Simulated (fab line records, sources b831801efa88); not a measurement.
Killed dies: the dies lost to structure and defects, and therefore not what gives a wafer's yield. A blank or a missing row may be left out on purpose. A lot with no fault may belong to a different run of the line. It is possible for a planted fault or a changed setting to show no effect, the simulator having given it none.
Which tool did it? / flow gf180mcu / 6 lots, 18 wafers sampled, at 3 steps of a route of 602

## WHAT EACH GAUGE READ, for each wafer
GF_PSD_CD_MEAS_07 targets a cd of 400 nm.
lot=L685; measured=day 14 16:32; on=cd_sem-01; cd_nm (nm)=396.4 398.0 397.3
lot=L690; measured=day 16 17:01; on=cd_sem-01; cd_nm (nm)=397.9 399.3 400.2
lot=L696; measured=day 19 00:53; on=cd_sem-01; cd_nm (nm)=425.1 425.5 425.6 425.0 425.6 425.9
lot=L700; measured=day 20 08:29; on=cd_sem-01; cd_nm (nm)=399.1 398.9 398.9
lot=L702; measured=day 20 21:56; on=cd_sem-01; cd_nm (nm)=400.1 400.2 402.8
lot=L704; measured=day 21 14:17; on=cd_sem-01; cd_nm (nm)=396.8 400.4 400.8

## WHAT TOOL EACH LOT RAN ON (gives the tool, then ch and the chambers of the sampled wafers, and finally the start)
lot=L685; GF_HV_LDD_STRIP_49=plasma_asher-04 ch 0,1, day 12 21:50; GF_PSD_DEVELOP_06=litho_track-02 ch 0, day 14 16:23
lot=L690; GF_HV_LDD_STRIP_49=plasma_asher-03 ch 0,1, day 14 17:35; GF_PSD_DEVELOP_06=litho_track-01 ch 0, day 16 16:52
lot=L696; GF_HV_LDD_STRIP_49=plasma_asher-02 ch 0,1, day 16 23:23; GF_PSD_DEVELOP_06=litho_track-02 ch 0, day 19 00:44
lot=L700; GF_HV_LDD_STRIP_49=plasma_asher-04 ch 0,1, day 18 05:49; GF_PSD_DEVELOP_06=litho_track-01 ch 0, day 20 08:20
lot=L702; GF_HV_LDD_STRIP_49=plasma_asher-03 ch 0,1, day 18 18:01; GF_PSD_DEVELOP_06=litho_track-04 ch 0, day 20 21:48
lot=L704; GF_HV_LDD_STRIP_49=plasma_asher-03 ch 0,1, day 19 11:26; GF_PSD_DEVELOP_06=litho_track-01 ch 0, day 21 14:08
- GF_HV_LDD_STRIP_49: strips in O2/N2.
- GF_PSD_DEVELOP_06: develop time 60 s.

## THE ANSWER, worked out from the rows above alone
Rule: the usual values come from the lots themselves. The widest of any qualifying gaps counts: lots, ordered by their means at a reading, are off when they make up no more than a third of the lots, leave a main group of 4 or more, and stand apart from it by 3 or more times the standard deviation of that group's means. The tables above print the reading to a certain number of digits; a main group whose means all agree to those digits is not used. Also off: a lot with no number at a reading for which 4 or more lots have one. The other lots that the step has rows for count as sound.
Off: L696, at GF_PSD_CD_MEAS_07 (cd_nm). Main group: mean 399.1 nm, sd 1.2.
A tool fits if, at a process step before that reading, it ran every lot that is off, and no sound lot after the first of them. Gauges at GF_PSD_CD_MEAS_07: tried the same way as those tools. Undecided on this evidence; 2 tools fit (plasma_asher-02 at GF_HV_LDD_STRIP_49, litho_track-02 at GF_PSD_DEVELOP_06).

## WHAT WAS PUT IN BY THE SIMULATOR
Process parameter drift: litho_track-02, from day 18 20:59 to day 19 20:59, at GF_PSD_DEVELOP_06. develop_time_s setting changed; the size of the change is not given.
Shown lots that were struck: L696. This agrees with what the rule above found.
